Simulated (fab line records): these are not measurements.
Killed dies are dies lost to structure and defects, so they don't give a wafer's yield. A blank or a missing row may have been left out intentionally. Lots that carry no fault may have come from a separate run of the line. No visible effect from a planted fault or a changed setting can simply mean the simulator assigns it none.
Which tool was responsible? / flow gf180mcu / 39 wafers from 13 lots sampled at 2 of the route's 602 steps

## WHAT EACH GAUGE READ, for each wafer
GF_VT_IMPLANT_RS_MEAS_49: the measuring method here is four-point-probe. Usual: MVPSD_RS gives 1168 ohm/sq (standard deviation 3.3).
lot=L228; measured=day 8 01:53; on=film-metro-03; MVPSD_RS (ohm/sq)=1170 1168 1167; flag=
lot=L229; measured=day 8 11:08; on=film-metro-01; MVPSD_RS (ohm/sq)=1172 1171 1171; flag=
lot=L230; measured=day 8 14:00; on=film-metro-01; MVPSD_RS (ohm/sq)=1168 1170 1168; flag=
lot=L231; measured=day 8 23:46; on=film-metro-03; MVPSD_RS (ohm/sq)=1165 1164 1163; flag=
lot=L232; measured=day 9 07:24; on=film-metro-03; MVPSD_RS (ohm/sq)=1170 1170 1173; flag=
lot=L233; measured=day 9 10:38; on=film-metro-04; MVPSD_RS (ohm/sq)=1165 1164 1163; flag=
lot=L234; measured=day 9 20:11; on=film-metro-04; MVPSD_RS (ohm/sq)=1167 1164 1166; flag=
lot=L236; measured=day 10 05:09; on=film-metro-03; MVPSD_RS (ohm/sq)=1142 1143 1141; flag=OFF
lot=L242; measured=day 12 05:08; on=film-metro-04; MVPSD_RS (ohm/sq)=1169 1167 1169; flag=
lot=L246; measured=day 13 07:10; on=film-metro-03; MVPSD_RS (ohm/sq)=1174 1176 1170; flag=
lot=L247; measured=day 13 09:37; on=film-metro-04; MVPSD_RS (ohm/sq)=1168 1167 1171; flag=
lot=L248; measured=day 13 16:19; on=film-metro-04; MVPSD_RS (ohm/sq)=1163 1167 1161; flag=
lot=L249; measured=day 14 01:05; on=film-metro-04; MVPSD_RS (ohm/sq)=1169 1169 1168; flag=

## WHICH TOOL RAN EACH LOT (tool, then ch and the chambers of the sampled wafers, then the start)
lot=L228; GF_MVPSD_IMPLANT_08=implanter-01 ch 0, day 5 11:44
lot=L229; GF_MVPSD_IMPLANT_08=implanter-01 ch 0, day 5 19:41
lot=L230; GF_MVPSD_IMPLANT_08=implanter-02 ch 0, day 5 21:50
lot=L231; GF_MVPSD_IMPLANT_08=implanter-01 ch 0, day 6 06:40
lot=L232; GF_MVPSD_IMPLANT_08=implanter-02 ch 0, day 6 12:37
lot=L233; GF_MVPSD_IMPLANT_08=implanter-01 ch 0, day 6 15:23
lot=L234; GF_MVPSD_IMPLANT_08=implanter-01 ch 0, day 6 23:41
lot=L236; GF_MVPSD_IMPLANT_08=implanter-01 ch 0, day 7 08:41
lot=L242; GF_MVPSD_IMPLANT_08=implanter-02 ch 0, day 9 04:05
lot=L246; GF_MVPSD_IMPLANT_08=implanter-02 ch 0, day 10 02:46
lot=L247; GF_MVPSD_IMPLANT_08=implanter-02 ch 0, day 10 04:58
lot=L248; GF_MVPSD_IMPLANT_08=implanter-02 ch 0, day 10 10:34
lot=L249; GF_MVPSD_IMPLANT_08=implanter-02 ch 0, day 10 18:23
- GF_MVPSD_IMPLANT_08

## WHAT THE TOOLS THEMSELVES READ (means of the sampled wafers that have a number; where no wafer has one, the mark that the record gives instead)
GF_MVPSD_IMPLANT_08. Usual: 1.5001e+13 for dose-ions-cm2, sd 1.7e+10.
lot=L228 tool=implanter-01 dose-ions-cm2=1.5011e+13 flag=
lot=L229 tool=implanter-01 dose-ions-cm2=1.5017e+13 flag=
lot=L230 tool=implanter-02 dose-ions-cm2=1.4999e+13 flag=
lot=L231 tool=implanter-01 dose-ions-cm2=1.4999e+13 flag=
lot=L232 tool=implanter-02 dose-ions-cm2=1.4979e+13 flag=
lot=L233 tool=implanter-01 dose-ions-cm2=1.5015e+13 flag=
lot=L234 tool=implanter-01 dose-ions-cm2=1.5010e+13 flag=
lot=L236 tool=implanter-01 dose-ions-cm2=1.5590e+13 flag=OFF
lot=L242 tool=implanter-02 dose-ions-cm2=1.5000e+13 flag=
lot=L246 tool=implanter-02 dose-ions-cm2=1.4996e+13 flag=
lot=L247 tool=implanter-02 dose-ions-cm2=1.5008e+13 flag=
lot=L248 tool=implanter-02 dose-ions-cm2=1.5004e+13 flag=
lot=L249 tool=implanter-02 dose-ions-cm2=1.5006e+13 flag=

## THE ANSWER, worked out from the rows above alone
Rule: a lot is off if the mean of its wafers that have a number lies more than 3 standard deviations from the usual mean. Also off: a lot with no number at a reading for which 4 or more lots have one. All remaining lots with rows at the step are treated as sound. After the gauges, taken in route order, come the tools' own readings; for these a lot's mean is taken, as printed above. At the first step where some lot is off, the reading lying furthest off is the one used; lots without a number count as furthest.
Off: L236, at GF_VT_IMPLANT_RS_MEAS_49 (MVPSD_RS).
If a tool, at a process step before that reading, ran all the lots that are off and no sound lot after the first of them, it fits. Not tried: the gauges at GF_VT_IMPLANT_RS_MEAS_49; whatever is off there is also off at GF_MVPSD_IMPLANT_08, on other tools, and gauge error can't account for it. One fits: GF_MVPSD_IMPLANT_08 on implanter-01. A fault onset in the window from L234 (day 6 23:41, its last sound lot) to L236 (day 7 08:41, its first lot off) fits.
On the lots that are off, the tool's own readings at GF_MVPSD_IMPLANT_08 differ by more than 5 times the standard deviation of the sound lots' means, which bears it out; dose-ions-cm2 reads 1.5590e+13 there versus 1.5004e+13 on the sound lots.

## WHAT THE SIMULATOR HAD INSERTED
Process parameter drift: implanter-01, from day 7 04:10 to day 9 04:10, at GF_MVPSD_IMPLANT_08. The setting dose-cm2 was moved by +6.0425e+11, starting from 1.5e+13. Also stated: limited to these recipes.
Struck lots among those shown: L236. The rule given above showed the same thing.
